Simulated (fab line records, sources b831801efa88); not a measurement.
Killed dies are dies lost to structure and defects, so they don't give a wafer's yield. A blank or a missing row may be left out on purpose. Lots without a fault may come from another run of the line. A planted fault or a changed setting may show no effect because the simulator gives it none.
fab line records | flow sky130
record lots=5 wafers=15 last_day=50
route steps=708 shown LDD_N@254 LDD_P@255 LDD_HVN@267 LDD_HVP@278 LDD_LDN@289
lots that met no fault: from a run of the same line without faults
start_h: hours from the record's first day to the start of the lot's first wafer shown | wait_h: hours since the lot's step before | " the same as in the row above | L1.1+2: a row that stands for several wafers | - no value, or no start given | * or withheld: withheld | < > ~ a bound
route shown NAME@n: a module of which the file shows steps, and the number in the route of the first | usual: mean/standard deviation of fault-free wafers | same: alike in all rows | chamber/n: place in a boat | sites: the reading at each site | _std_site: their standard deviation | _edge_site: outer sites' mean less inner sites' | radius_mm: how far each site lies from the wafer's centre | mask NAME#n: copy n | behind: the tool/chamber that last shaped the wafer | hold: why the lot was held/for how many hours/how that ended | device: the transistor (n, p or np) that didn't switch | end of line: the same wafers' tests at the end of the route | a step without rows: its recipe alone | killed: dies lost to structure and defects at the first sort, not the wafer's yield | map: a wafer's dies, x killed, . not, _ none there
set.NAME: the setting as run; set.NAME@STEP: as run at that earlier step | model.NAME: the simulator's own value behind a step, which no gauge read
lots at some steps of the route; a table a step, a row a wafer
services: from which hour (start_h, from the record's first day; less than 0 if before it) a tool's chamber was out of use, for how many hours, and why
## steps
# step SKY_LDD_N_TW_MEAS_17
# usual LDD_N_TW=2587/22
# columns lot.wafer tool chamber start_h wait_h LDD_N_TW
L076.4 film_metro-01 - 420.86 0.1 2596
L076.5 " - " " 2609
L076.6 " - " " 2604
L077.2 film_metro-02 - 425.19 0.1 2550
L077.4 " - " " 2554
L077.5 " - " " 2556
L079.2 film_metro-02 - 440.02 0.1 2563
L079.3 " - " " 2563
L079.5 " - " " 2577
L093.1 film_metro-03 - 568.90 0.1 2599
L093.3 " - " " 2601
L093.4 " - " " 2612
L097.2 film_metro-01 - 598.19 0.1 2598
L097.5 " - " " 2601
L097.6 " - " " 2610
# step SKY_LDD_P_DEHYDRATE_00
# recipe temp_c=200 time_s=60
# usual heater_power_total_W=160.37/0.12 plate_temp_C=199.99/0.15
# columns lot.wafer tool chamber start_h wait_h heater_power_total_W plate_temp_C
L076.4 litho_track-04 0 436.32 15.4 160.19 199.87
L076.5 " 0 " " 160.17 199.82
L076.6 " 0 " " 160.49 200.08
L077.2 litho_track-04 0 440.17 15.0 160.20 200.14
L077.4 " 0 " " 160.54 200.09
L077.5 " 0 " " 160.23 200.02
L079.2 litho_track-01 0 454.39 14.4 160.35 200.23
L079.3 " 0 " " 160.18 200.22
L079.5 " 0 " " 160.17 200.27
L093.1 litho_track-03 0 582.86 13.9 160.29 200.04
L093.3 " 0 " " 160.29 199.94
L093.4 " 0 " " 160.34 199.92
L097.2 litho_track-03 0 612.08 13.9 160.28 199.95
L097.5 " 0 " " 160.61 199.89
L097.6 " 0 " " 160.34 199.97
# step SKY_LDD_P_HMDS_01
# recipe prime_time_s=60 prime_temp_c=120
# columns lot.wafer tool chamber start_h wait_h
L076.4+5+6 litho_track-04 0 436.47 0.1
L077.2+4+5 litho_track-04 0 440.32 0.1
L079.2+3+5 litho_track-01 0 454.54 0.1
L093.1+3+4 litho_track-03 0 583.01 0.1
L097.2+5+6 litho_track-03 0 612.23 0.1
# step SKY_LDD_P_COAT_02
# recipe resist=NOVOLAK spin_rpm=3000 resist_thk_nm=1140
# usual spin_speed_rpm=2999.5/2.3
# columns lot.wafer tool chamber start_h wait_h spin_speed_rpm
L076.4 litho_track-04 0 436.62 0.1 3002.8
L076.5 " 0 " " 2998.7
L076.6 " 0 " " 2997.2
L077.2 litho_track-04 0 440.47 0.1 2996.8
L077.4 " 0 " " 2995.4
L077.5 " 0 " " 2998.2
L079.2 litho_track-01 0 454.69 0.1 3000.1
L079.3 " 0 " " 2991.6
L079.5 " 0 " " 2999.0
L093.1 litho_track-03 0 583.16 0.1 2999.4
L093.3 " 0 " " 2998.6
L093.4 " 0 " " 2995.8
L097.2 litho_track-03 0 612.38 0.1 3000.3
L097.5 " 0 " " 2997.9
L097.6 " 0 " " 2998.9
# step SKY_LDD_P_SOFTBAKE_03
# recipe temp_c=90 time_s=60 resist=NOVOLAK
# usual heater_power_total_W=56.60/0.048 plate_temp_C=90.02/0.13
# columns lot.wafer tool chamber start_h wait_h heater_power_total_W plate_temp_C
L076.4 litho_track-04 0 436.77 0.1 56.63 89.86
L076.5 " 0 " " 56.53 89.78
L076.6 " 0 " " 56.50 89.88
L077.2 litho_track-04 0 440.62 0.1 56.62 90.20
L077.4 " 0 " " 56.60 90.19
L077.5 " 0 " " 56.63 90.25
L079.2 litho_track-01 0 454.84 0.1 56.59 90.19
L079.3 " 0 " " 56.65 90.18
L079.5 " 0 " " 56.51 90.02
L093.1 litho_track-03 0 583.31 0.1 56.62 90.03
L093.3 " 0 " " 56.62 90.21
L093.4 " 0 " " 56.62 89.95
L097.2 litho_track-03 0 612.53 0.1 56.57 89.93
L097.5 " 0 " " 56.56 89.98
L097.6 " 0 " " 56.60 89.91
# step SKY_LDD_P_EXPOSE_04
# recipe mask_id=PSDM na=0.6 source_shape=conventional sigma_outer=0.6 polarization=unpolarized target_cd_nm=380 dose_mj=138
# columns lot.wafer tool chamber start_h wait_h mask
L076.4+5+6 iline_stepper-02 0 - - PSDM#0
L077.2+4+5 iline_stepper-02 0 - - PSDM#0
L079.2+3+5 iline_stepper-01 0 - - PSDM#0
L093.1+3+4 iline_stepper-02 0 - - PSDM#0
L097.2+5+6 iline_stepper-02 0 - - PSDM#0
# step SKY_LDD_P_PEB_05
# recipe temp_c=withheld time_s=* resist=NOVOLAK
# columns lot.wafer tool chamber start_h wait_h
L076.4+5+6 litho_track-04 0 - -
L077.2+4+5 litho_track-01 0 - -
L079.2+3+5 litho_track-04 0 - -
L093.1+3+4 litho_track-04 0 - -
L097.2+5+6 litho_track-03 0 - -
# step SKY_LDD_P_DEVELOP_06
# recipe resist=NOVOLAK developer=TMAH develop_time_s=60 dev_temp_c=23
# same develop_time_s=60
# columns lot.wafer tool chamber start_h wait_h
L076.4+5+6 litho_track-04 0 451.42 0.1
L077.2+4+5 litho_track-01 0 456.24 0.1
L079.2+3+5 litho_track-04 0 470.67 0.1
L093.1+3+4 litho_track-04 0 597.90 0.1
L097.2+5+6 litho_track-03 0 627.08 0.1
# step SKY_LDD_P_CD_MEAS_07
# recipe target_cd_nm=380
# usual cd_nm=379.5/2.5
# columns lot.wafer tool chamber start_h wait_h cd_nm
L076.4 cd_sem-01 - 451.56 0.1 383.9
L076.5 " - " " 384.2
L076.6 " - " " 383.5
L077.2 cd_sem-01 - 456.39 0.1 376.3
L077.4 " - " " 376.1
L077.5 " - " " 376.0
L079.2 cd_sem-01 - 470.82 0.1 382.0
L079.3 " - " " 379.7
L079.5 " - " " 382.5
L093.1 cd_sem-01 - 598.05 0.1 380.4
L093.3 " - " " 378.1
L093.4 " - " " 381.1
L097.2 cd_sem-02 - 627.23 0.1 381.7
L097.5 " - " " 379.6
L097.6 " - " " 382.7
# step SKY_LDD_P_OVL_MEAS_08
# usual LDD_P_OVL=0.1/1.2
# columns lot.wafer tool chamber start_h wait_h LDD_P_OVL[nm]
L076.4 overlay-01 - 451.64 0.1 0.8
L076.5 " - " " -1.1
L076.6 " - " " 0.7
L077.2 overlay-02 - 456.49 0.1 1.0
L077.4 " - " " 1.5
L077.5 " - " " 1.2
L079.2 overlay-02 - 470.92 0.1 0.4
L079.3 " - " " -0.1
L079.5 " - " " 1.1
L093.1 overlay-02 - 598.17 0.1 -2.0
L093.3 " - " " -1.7
L093.4 " - " " -2.0
L097.2 overlay-02 - 627.33 0.1 -1.8
L097.5 " - " " -0.7
L097.6 " - " " 0.4
# step SKY_LDD_P_IMPLANT_09
# recipe species=BF2 energy_kev=25 dose_cm2=1e+13 tilt_deg=withheld
# usual dose_ions_cm2=1.0001e+13/1e+10
# same implant_ion_amu=49
# columns lot.wafer tool chamber start_h wait_h dose_ions_cm2
L076.4 implanter-02 0 451.73 0.1 9.99e+12
L076.5 " 0 " " 1.0004e+13
L076.6 " 0 " " 9.994e+12
L077.2 implanter-02 0 456.61 0.1 1.0001e+13
L077.4 " 0 " " 9.999e+12
L077.5 " 0 " " 9.988e+12
L079.2 implanter-04 0 470.98 0.0 1.001e+13
L079.3 " 0 " " 9.991e+12
L079.5 " 0 " " 1.0005e+13
L093.1 implanter-03 0 598.20 0.0 9.993e+12
L093.3 " 0 " " 1.0007e+13
L093.4 " 0 " " 9.998e+12
L097.2 implanter-04 0 627.39 0.0 1e+13
L097.5 " 0 " " 1.0011e+13
L097.6 " 0 " " 9.99e+12
# step SKY_LDD_P_STRIP_10
# recipe chemistry=O2/N2 power_w=1400 pressure_mtorr=1500 platen_temp_c=withheld o2_flow_sccm=3000 n2_flow_sccm=300 overash_fraction=0.5
# usual drypump_motor_current_A=5.4/0.39 oes_product_au=0.715/0.0041 strip_time_to_endpoint_s=14.20/0.037
# columns lot.wafer tool chamber start_h wait_h drypump_motor_current_A oes_product_au rf_hours_counter_h strip_time_to_endpoint_s
L076.4 plasma_asher-04 1 451.84 0.1 5.0 0.712 - 14.19
L076.5 " 0 " " 6.3 0.720 - 14.17
L076.6 " 1 " " 5.0 0.716 - 14.16
L077.2 plasma_asher-04 1 456.73 0.1 5.0 0.719 79 14.23
L077.4 " 0 " " 6.3 0.710 - 14.21
L077.5 " 0 " " 6.3 0.714 - 14.23
L079.2 plasma_asher-03 1 471.10 0.1 5.4 0.721 65 14.20
L079.3 " 0 " " 5.0 0.718 - 14.20
L079.5 " 1 " " 5.4 0.707 - 14.17
L093.1 plasma_asher-01 0 598.35 0.1 5.4 0.720 47 14.22
L093.3 " 0 " " 5.4 0.725 - 14.24
L093.4 " 1 " " 5.7 0.717 - 14.21
L097.2 plasma_asher-03 1 627.51 0.1 5.4 0.713 78 14.18
L097.5 " 1 " " 5.4 0.718 - 14.18
L097.6 " 0 " " 5.0 0.711 - 14.22
# step SKY_LDD_P_TW_MEAS_11
# usual LDD_P_TW=634/5
# columns lot.wafer tool chamber start_h wait_h LDD_P_TW
L076.4 film_metro-02 - 451.93 0.1 630
L076.5 " - " " 628
L076.6 " - " " 633
L077.2 film_metro-04 - 456.84 0.1 636
L077.4 " - " " 634
L077.5 " - " " 638
L079.2 film_metro-01 - 471.21 0.1 634
L079.3 " - " " 635
L079.5 " - " " 634
L093.1 film_metro-01 - 598.45 0.1 640
L093.3 " - " " 642
L093.4 " - " " 643
L097.2 film_metro-02 - 627.62 0.1 631
L097.5 " - " " 633
L097.6 " - " " 637
# step SKY_LDD_HVN_DEHYDRATE_00
# recipe temp_c=200 time_s=60
# usual heater_power_total_W=160.38/0.13 plate_temp_C=200.01/0.15
# columns lot.wafer tool chamber start_h wait_h heater_power_total_W plate_temp_C
L076.4 litho_track-03 0 467.43 15.5 160.30 200.11
L076.5 " 0 " " 160.40 199.57
L076.6 " 0 " " 160.16 199.80
L077.2 litho_track-04 0 472.12 15.3 160.32 200.03
L077.4 " 0 " " 160.48 200.00
L077.5 " 0 " " 160.37 200.14
L079.2 litho_track-02 0 485.41 14.2 160.61 199.66
L079.3 " 0 " " 160.51 200.13
L079.5 " 0 " " 160.38 199.99
L093.1 litho_track-02 0 612.54 14.1 160.29 199.85
L093.3 " 0 " " 160.35 200.09
L093.4 " 0 " " 160.56 199.97
L097.2 litho_track-04 0 641.67 14.0 160.23 200.10
L097.5 " 0 " " 160.21 200.09
L097.6 " 0 " " 160.22 200.00
# step SKY_LDD_HVN_HMDS_01
# recipe prime_time_s=60 prime_temp_c=120
# columns lot.wafer tool chamber start_h wait_h
L076.4+5+6 litho_track-03 0 467.58 0.1
L077.2+4+5 litho_track-04 0 472.27 0.1
L079.2+3+5 litho_track-02 0 485.56 0.1
L093.1+3+4 litho_track-02 0 612.69 0.1
L097.2+5+6 litho_track-04 0 641.82 0.1
# step SKY_LDD_HVN_COAT_02
# recipe resist=NOVOLAK spin_rpm=3000 resist_thk_nm=300
# usual spin_speed_rpm=2999.9/2
# columns lot.wafer tool chamber start_h wait_h spin_speed_rpm
L076.4 litho_track-03 0 467.73 0.1 2998.4
L076.5 " 0 " " 2998.4
L076.6 " 0 " " 2999.9
L077.2 litho_track-04 0 472.42 0.1 2998.5
L077.4 " 0 " " 2997.4
L077.5 " 0 " " 3000.4
L079.2 litho_track-02 0 485.71 0.1 3000.1
L079.3 " 0 " " 2997.8
L079.5 " 0 " " 2997.5
L093.1 litho_track-02 0 612.84 0.1 2999.6
L093.3 " 0 " " 2997.7
L093.4 " 0 " " 3000.9
L097.2 litho_track-04 0 641.97 0.1 2998.8
L097.5 " 0 " " 2999.1
L097.6 " 0 " " 3000.0
# step SKY_LDD_HVN_SOFTBAKE_03
# recipe temp_c=90 time_s=60 resist=NOVOLAK
# usual heater_power_total_W=56.59/0.044 plate_temp_C=89.99/0.12
# columns lot.wafer tool chamber start_h wait_h heater_power_total_W plate_temp_C
L076.4 litho_track-03 0 467.88 0.1 56.54 90.12
L076.5 " 0 " " 56.64 90.02
L076.6 " 0 " " 56.52 90.13
L077.2 litho_track-04 0 472.57 0.1 56.62 90.02
L077.4 " 0 " " 56.59 89.85
L077.5 " 0 " " 56.64 89.96
L079.2 litho_track-02 0 485.86 0.1 56.60 90.10
L079.3 " 0 " " 56.64 89.93
L079.5 " 0 " " 56.59 90.02
L093.1 litho_track-02 0 612.99 0.1 56.62 89.87
L093.3 " 0 " " 56.57 89.84
L093.4 " 0 " " 56.61 89.90
L097.2 litho_track-04 0 642.12 0.1 56.55 90.03
L097.5 " 0 " " 56.63 89.86
L097.6 " 0 " " 56.52 90.17
# step SKY_LDD_HVN_EXPOSE_04
# recipe mask_id=HVNTM na=0.6 source_shape=conventional sigma_outer=0.6 polarization=unpolarized target_cd_nm=700 dose_mj=127
# columns lot.wafer tool chamber start_h wait_h mask
L076.4+5+6 iline_stepper-01 0 - - HVNTM#0
L077.2+4+5 iline_stepper-02 0 - - HVNTM#0
L079.2+3+5 iline_stepper-02 0 - - HVNTM#0
L093.1+3+4 iline_stepper-02 0 - - HVNTM#0
L097.2+5+6 iline_stepper-02 0 - - HVNTM#0
# step SKY_LDD_HVN_PEB_05
# recipe temp_c=withheld time_s=* resist=NOVOLAK
# columns lot.wafer tool chamber start_h wait_h
L076.4+5+6 litho_track-03 0 - -
L077.2+4+5 litho_track-03 0 - -
L079.2+3+5 litho_track-02 0 - -
L093.1+3+4 litho_track-04 0 - -
L097.2+5+6 litho_track-04 0 - -
# step SKY_LDD_HVN_DEVELOP_06
# recipe resist=NOVOLAK developer=TMAH develop_time_s=60 dev_temp_c=23
# same develop_time_s=60
# columns lot.wafer tool chamber start_h wait_h
L076.4+5+6 litho_track-03 0 482.38 0.1
L077.2+4+5 litho_track-03 0 486.93 0.1
L079.2+3+5 litho_track-02 0 501.01 0.1
L093.1+3+4 litho_track-04 0 627.65 0.1
L097.2+5+6 litho_track-04 0 656.07 0.1
# step SKY_LDD_HVN_OVL_MEAS_07
# usual LDD_HVN_OVL=-0.1/1.6
# columns lot.wafer tool chamber start_h wait_h LDD_HVN_OVL[nm]
L076.4 overlay-02 - 482.48 0.1 -1.2
L076.5 " - " " -1.8
L076.6 " - " " 1.5
L077.2 overlay-02 - 487.06 0.1 1.5
L077.4 " - " " 1.2
L077.5 " - " " -0.5
L079.2 overlay-01 - 501.14 0.1 1.6
L079.3 " - " " 2.6
L079.5 " - " " 0.4
L093.1 overlay-01 - 627.80 0.1 2.5
L093.3 " - " " 1.1
L093.4 " - " " 1.3
L097.2 overlay-01 - 656.20 0.1 -1.2
L097.5 " - " " -0.7
L097.6 " - " " -0.1
# step SKY_LDD_HVN_IMPLANT_08
# recipe species=P energy_kev=60 dose_cm2=3e+13 tilt_deg=40
# usual dose_ions_cm2=2.999e+13/3.3e+10
# same implant_ion_amu=31
# columns lot.wafer tool chamber start_h wait_h dose_ions_cm2
L076.4 implanter-01 0 482.57 0.1 3.003e+13
L076.5 " 0 " " 3.005e+13
L076.6 " 0 " " 3.003e+13
L077.2 implanter-03 0 487.12 0.0 2.997e+13
L077.4 " 0 " " 2.993e+13
L077.5 " 0 " " 3e+13
L079.2 implanter-01 0 501.20 0.0 2.997e+13
L079.3 " 0 " " 2.997e+13
L079.5 " 0 " " 2.996e+13
L093.1 implanter-01 0 627.83 0.0 2.998e+13
L093.3 " 0 " " 3e+13
L093.4 " 0 " " 2.997e+13
L097.2 implanter-02 0 656.26 0.0 3.004e+13
L097.5 " 0 " " 2.996e+13
L097.6 " 0 " " 2.999e+13
# step SKY_LDD_HVN_STRIP_09
# recipe chemistry=O2/N2 power_w=1400 pressure_mtorr=1500 platen_temp_c=withheld o2_flow_sccm=3000 n2_flow_sccm=300 overash_fraction=0.5
# usual drypump_motor_current_A=5.34/0.24 oes_product_au=0.409/0.0043 strip_time_to_endpoint_s=4.142/0.014
# columns lot.wafer tool chamber start_h wait_h drypump_motor_current_A oes_product_au rf_hours_counter_h strip_time_to_endpoint_s
L076.4 plasma_asher-01 1 482.68 0.1 5.69 0.409 - 4.139
L076.5 " 0 " " 5.37 0.414 - 4.154
L076.6 " 1 " " 5.67 0.403 - 4.137
L077.2 plasma_asher-01 1 487.24 0.1 5.67 0.408 35 4.140
L077.4 " 1 " " 5.69 0.405 - 4.157
L077.5 " 0 " " 5.35 0.409 - 4.141
L079.2 plasma_asher-01 1 501.32 0.1 5.73 0.413 37 4.133
L079.3 " 0 " " 5.39 0.408 - 4.146
L079.5 " 0 " " 5.36 0.408 - 4.131
L093.1 plasma_asher-02 1 627.98 0.1 5.43 0.398 22 4.115
L093.3 " 1 " " 5.44 0.412 - 4.118
L093.4 " 0 " " 5.70 0.414 - 4.143
L097.2 plasma_asher-03 1 656.38 0.1 5.33 0.414 82 4.169
L097.5 " 0 " " 5.01 0.415 - 4.152
L097.6 " 1 " " 5.34 0.418 - 4.153
# step SKY_LDD_HVN_TW_MEAS_10
# usual LDD_HVN_TW=1442/11
# columns lot.wafer tool chamber start_h wait_h LDD_HVN_TW
L076.4 film_metro-01 - 482.77 0.1 1437
L076.5 " - " " 1443
L076.6 " - " " 1446
L077.2 film_metro-03 - 487.35 0.1 1469
L077.4 " - " " 1462
L077.5 " - " " 1459
L079.2 film_metro-03 - 501.43 0.1 1460
L079.3 " - " " 1464
L079.5 " - " " 1461
L093.1 film_metro-04 - 628.08 0.1 1430
L093.3 " - " " 1431
L093.4 " - " " 1429
L097.2 film_metro-03 - 656.49 0.1 1461
L097.5 " - " " 1456
L097.6 " - " " 1461
# step SKY_LDD_HVP_DEHYDRATE_00
# recipe temp_c=200 time_s=60
# usual heater_power_total_W=160.39/0.12 plate_temp_C=199.98/0.17
# columns lot.wafer tool chamber start_h wait_h heater_power_total_W plate_temp_C
L076.4 litho_track-02 0 497.86 15.1 160.30 199.83
L076.5 " 0 " " 160.37 200.05
L076.6 " 0 " " 160.53 199.94
L077.2 litho_track-01 0 502.29 14.9 160.57 200.01
L077.4 " 0 " " 160.28 199.89
L077.5 " 0 " " 160.31 200.16
L079.2 litho_track-01 0 515.49 14.0 160.34 200.18
L079.3 " 0 " " 160.26 200.07
L079.5 " 0 " " 160.47 199.87
L093.1 litho_track-02 0 641.99 13.9 160.46 200.13
L093.3 " 0 " " 160.34 199.82
L093.4 " 0 " " 160.40 200.14
L097.2 litho_track-01 0 669.84 13.3 160.45 200.11
L097.5 " 0 " " 160.18 200.04
L097.6 " 0 " " 160.14 200.18
# step SKY_LDD_HVP_HMDS_01
# recipe prime_time_s=60 prime_temp_c=120
# columns lot.wafer tool chamber start_h wait_h
L076.4+5+6 litho_track-02 0 498.01 0.1
L077.2+4+5 litho_track-01 0 502.44 0.1
L079.2+3+5 litho_track-01 0 515.64 0.1
L093.1+3+4 litho_track-02 0 642.14 0.1
L097.2+5+6 litho_track-01 0 669.99 0.1
# step SKY_LDD_HVP_COAT_02
# recipe resist=NOVOLAK spin_rpm=3000 resist_thk_nm=300
# usual spin_speed_rpm=3000.2/2
# columns lot.wafer tool chamber start_h wait_h spin_speed_rpm
L076.4 litho_track-02 0 498.16 0.1 3000.3
L076.5 " 0 " " 3002.5
L076.6 " 0 " " 2997.5
L077.2 litho_track-01 0 502.59 0.1 2998.5
L077.4 " 0 " " 2997.7
L077.5 " 0 " " 2995.3
L079.2 litho_track-01 0 515.79 0.1 2999.5
L079.3 " 0 " " 3002.8
L079.5 " 0 " " 3000.2
L093.1 litho_track-02 0 642.29 0.1 2998.3
L093.3 " 0 " " 3001.8
L093.4 " 0 " " 2999.3
L097.2 litho_track-01 0 670.14 0.1 3000.1
L097.5 " 0 " " 2997.5
L097.6 " 0 " " 3000.9
# step SKY_LDD_HVP_SOFTBAKE_03
# recipe temp_c=90 time_s=60 resist=NOVOLAK
# usual heater_power_total_W=56.60/0.045 plate_temp_C=89.98/0.13
# columns lot.wafer tool chamber start_h wait_h heater_power_total_W plate_temp_C
L076.4 litho_track-02 0 498.31 0.1 56.57 90.05
L076.5 " 0 " " 56.57 89.98
L076.6 " 0 " " 56.62 90.03
L077.2 litho_track-01 0 502.74 0.1 56.54 89.75
L077.4 " 0 " " 56.56 89.82
L077.5 " 0 " " 56.64 90.00
L079.2 litho_track-01 0 515.94 0.1 56.62 90.19
L079.3 " 0 " " 56.65 90.12
L079.5 " 0 " " 56.58 90.02
L093.1 litho_track-02 0 642.44 0.1 56.68 89.91
L093.3 " 0 " " 56.62 90.04
L093.4 " 0 " " 56.61 89.96
L097.2 litho_track-01 0 670.29 0.1 56.62 89.94
L097.5 " 0 " " 56.62 89.97
L097.6 " 0 " " 56.69 89.85
# step SKY_LDD_HVP_EXPOSE_04
# recipe mask_id=HVPTM na=0.6 source_shape=conventional sigma_outer=0.6 polarization=unpolarized target_cd_nm=700 dose_mj=86
# columns lot.wafer tool chamber start_h wait_h mask
L076.4+5+6 iline_stepper-02 0 - - HVPTM#0
L077.2+4+5 iline_stepper-02 0 - - HVPTM#0
L079.2+3+5 iline_stepper-01 0 - - HVPTM#0
L093.1+3+4 iline_stepper-02 0 - - HVPTM#0
L097.2+5+6 iline_stepper-01 0 - - HVPTM#0
# step SKY_LDD_HVP_PEB_05
# recipe temp_c=withheld time_s=* resist=NOVOLAK
# columns lot.wafer tool chamber start_h wait_h
L076.4+5+6 litho_track-02 0 - -
L077.2+4+5 litho_track-03 0 - -
L079.2+3+5 litho_track-03 0 - -
L093.1+3+4 litho_track-02 0 - -
L097.2+5+6 litho_track-03 0 - -
# step SKY_LDD_HVP_DEVELOP_06
# recipe resist=NOVOLAK developer=TMAH develop_time_s=60 dev_temp_c=23
# same develop_time_s=60
# columns lot.wafer tool chamber start_h wait_h
L076.4+5+6 litho_track-02 0 512.76 0.1
L077.2+4+5 litho_track-03 0 517.73 0.1
L079.2+3+5 litho_track-03 0 531.23 0.1
L093.1+3+4 litho_track-02 0 656.49 0.1
L097.2+5+6 litho_track-03 0 683.28 0.1
# step SKY_LDD_HVP_OVL_MEAS_07
# usual LDD_HVP_OVL=-1.7/1.3
# columns lot.wafer tool chamber start_h wait_h LDD_HVP_OVL[nm]
L076.4 overlay-02 - 512.85 0.1 -1.2
L076.5 " - " " -1.4
L076.6 " - " " 0.2
L077.2 overlay-01 - 517.86 0.1 -1.5
L077.4 " - " " -1.6
L077.5 " - " " -3.1
L079.2 overlay-01 - 531.36 0.1 -2.2
L079.3 " - " " -1.8
L079.5 " - " " -1.3
L093.1 overlay-01 - 656.64 0.1 0.2
L093.3 " - " " 0.2
L093.4 " - " " 1.8
L097.2 overlay-01 - 683.41 0.1 -3.1
L097.5 " - " " -2.7
L097.6 " - " " -1.1
# step SKY_LDD_HVP_IMPLANT_08
# recipe species=B energy_kev=20 dose_cm2=1.7e+13 tilt_deg=17.9
# usual dose_ions_cm2=1.7e+13/1.6e+10
# same implant_ion_amu=11
# columns lot.wafer tool chamber start_h wait_h dose_ions_cm2
L076.4 implanter-03 0 512.95 0.1 1.6996e+13
L076.5 " 0 " " 1.7008e+13
L076.6 " 0 " " 1.7007e+13
L077.2 implanter-04 0 517.92 0.0 1.6991e+13
L077.4 " 0 " " 1.7032e+13
L077.5 " 0 " " 1.7014e+13
L079.2 implanter-03 0 531.42 0.0 1.6998e+13
L079.3 " 0 " " 1.7003e+13
L079.5 " 0 " " 1.6987e+13
L093.1 implanter-01 0 656.67 0.0 1.7016e+13
L093.3 " 0 " " 1.7014e+13
L093.4 " 0 " " 1.7021e+13
L097.2 implanter-01 0 683.47 0.0 1.7005e+13
L097.5 " 0 " " 1.7005e+13
L097.6 " 0 " " 1.7011e+13
# step SKY_LDD_HVP_STRIP_09
# recipe chemistry=O2/N2 power_w=1400 pressure_mtorr=1500 platen_temp_c=withheld o2_flow_sccm=3000 n2_flow_sccm=300 overash_fraction=0.5
# usual drypump_motor_current_A=5.5/0.44 oes_product_au=0.409/0.0046 strip_time_to_endpoint_s=4.146/0.017
# columns lot.wafer tool chamber start_h wait_h drypump_motor_current_A oes_product_au rf_hours_counter_h strip_time_to_endpoint_s
L076.4 plasma_asher-04 0 513.06 0.1 6.2 0.407 - 4.131
L076.5 " 0 " " 6.3 0.400 - 4.124
L076.6 " 1 " " 5.0 0.409 - 4.117
L077.2 plasma_asher-03 1 518.04 0.1 5.4 0.407 67 4.160
L077.4 " 0 " " 5.0 0.412 - 4.151
L077.5 " 0 " " 5.0 0.411 - 4.140
L079.2 plasma_asher-04 1 531.54 0.1 5.0 0.411 87 4.126
L079.3 " 1 " " 5.0 0.409 - 4.138
L079.5 " 1 " " 5.0 0.406 - 4.144
L093.1 plasma_asher-02 0 656.82 0.1 5.7 0.410 25 4.153
L093.3 " 1 " " 5.4 0.408 - 4.162
L093.4 " 0 " " 5.7 0.412 - 4.155
L097.2 plasma_asher-02 1 683.59 0.1 5.4 0.406 30 4.151
L097.5 " 0 " " 5.7 0.409 - 4.166
L097.6 " 1 " " 5.4 0.403 - 4.167
# step SKY_LDD_HVP_TW_MEAS_10
# usual LDD_HVP_TW=456/3.9
# columns lot.wafer tool chamber start_h wait_h LDD_HVP_TW
L076.4 film_metro-04 - 513.15 0.1 458
L076.5 " - " " 458
L076.6 " - " " 458
L077.2 film_metro-04 - 518.15 0.1 456
L077.4 " - " " 456
L077.5 " - " " 457
L079.2 film_metro-04 - 531.65 0.1 453
L079.3 " - " " 451
L079.5 " - " " 451
L093.1 film_metro-02 - 656.92 0.1 453
L093.3 " - " " 451
L093.4 " - " " 452
L097.2 film_metro-03 - 683.70 0.1 463
L097.5 " - " " 464
L097.6 " - " " 461
# step SKY_LDD_LDN_DEHYDRATE_00
# recipe temp_c=200 time_s=60
# usual heater_power_total_W=160.37/0.13 plate_temp_C=199.98/0.18
# columns lot.wafer tool chamber start_h wait_h heater_power_total_W plate_temp_C
L076.4 litho_track-02 0 527.81 14.6 160.23 199.86
L076.5 " 0 " " 160.48 199.57
L076.6 " 0 " " 160.27 199.87
L077.2 litho_track-02 0 533.06 14.9 160.26 199.92
L077.4 " 0 " " 160.25 200.10
L077.5 " 0 " " 160.25 200.04
L079.2 litho_track-02 0 545.76 14.1 160.40 199.96
L079.3 " 0 " " 160.24 199.90
L079.5 " 0 " " 160.37 200.16
L093.1 litho_track-02 0 670.24 13.3 160.34 200.05
L093.3 " 0 " " 160.42 200.14
L093.4 " 0 " " 160.51 200.02
L097.2 litho_track-02 0 696.96 13.2 160.41 200.06
L097.5 " 0 " " 160.49 200.01
L097.6 " 0 " " 160.36 199.92
# step SKY_LDD_LDN_HMDS_01
# recipe prime_time_s=60 prime_temp_c=120
# columns lot.wafer tool chamber start_h wait_h
L076.4+5+6 litho_track-02 0 527.96 0.1
L077.2+4+5 litho_track-02 0 533.21 0.1
L079.2+3+5 litho_track-02 0 545.91 0.1
L093.1+3+4 litho_track-02 0 670.39 0.1
L097.2+5+6 litho_track-02 0 697.11 0.1
# step SKY_LDD_LDN_COAT_02
# recipe resist=NOVOLAK spin_rpm=3000 resist_thk_nm=1140
# usual spin_speed_rpm=2999.9/2.1
# columns lot.wafer tool chamber start_h wait_h spin_speed_rpm
L076.4 litho_track-02 0 528.11 0.1 3000.6
L076.5 " 0 " " 3000.5
L076.6 " 0 " " 2997.3
L077.2 litho_track-02 0 533.36 0.1 2998.6
L077.4 " 0 " " 2998.4
L077.5 " 0 " " 2999.6
L079.2 litho_track-02 0 546.06 0.1 2999.0
L079.3 " 0 " " 2998.8
L079.5 " 0 " " 2998.6
L093.1 litho_track-02 0 670.54 0.1 3000.6
L093.3 " 0 " " 3001.7
L093.4 " 0 " " 2999.3
L097.2 litho_track-02 0 697.26 0.1 2999.1
L097.5 " 0 " " 2999.8
L097.6 " 0 " " 3001.5
## services
# columns tool chamber start_h hours kind
plasma_asher-02 - 421.25 9.0 pm
implanter-03 - 446.32 21.4 repair
plasma_asher-02 - 446.54 0.3 repair
implanter-01 - 451.53 1.7 pm
iline_stepper-02 - 464.12 2.1 pm
iline_stepper-02 - 466.20 - consumable_replace:lamp
plasma_asher-03 - 487.27 28.1 pm
iline_stepper-02 - 540.85 4.4 pm
iline_stepper-01 - 554.21 1.7 pm
litho_track-04 - 572.83 - consumable_replace:filter
plasma_asher-02 - 576.68 1.1 repair
implanter-02 - 591.92 1.8 repair
plasma_asher-01 - 604.29 109.0 repair
iline_stepper-02 - 607.34 1.7 pm
implanter-03 - 615.19 4.4 pm
litho_track-02 - 626.52 - consumable_replace:filter
implanter-02 - 644.03 4.1 pm
plasma_asher-03 - 649.88 0.6 repair
implanter-03 - 653.09 4.6 repair
plasma_asher-02 - 657.18 1.2 repair
plasma_asher-03 - 660.56 17.7 repair
implanter-02 - 663.81 2.6 repair
implanter-03 - 672.92 2.0 repair
litho_track-03 - 697.26 - consumable_replace:filter
## key
fault none
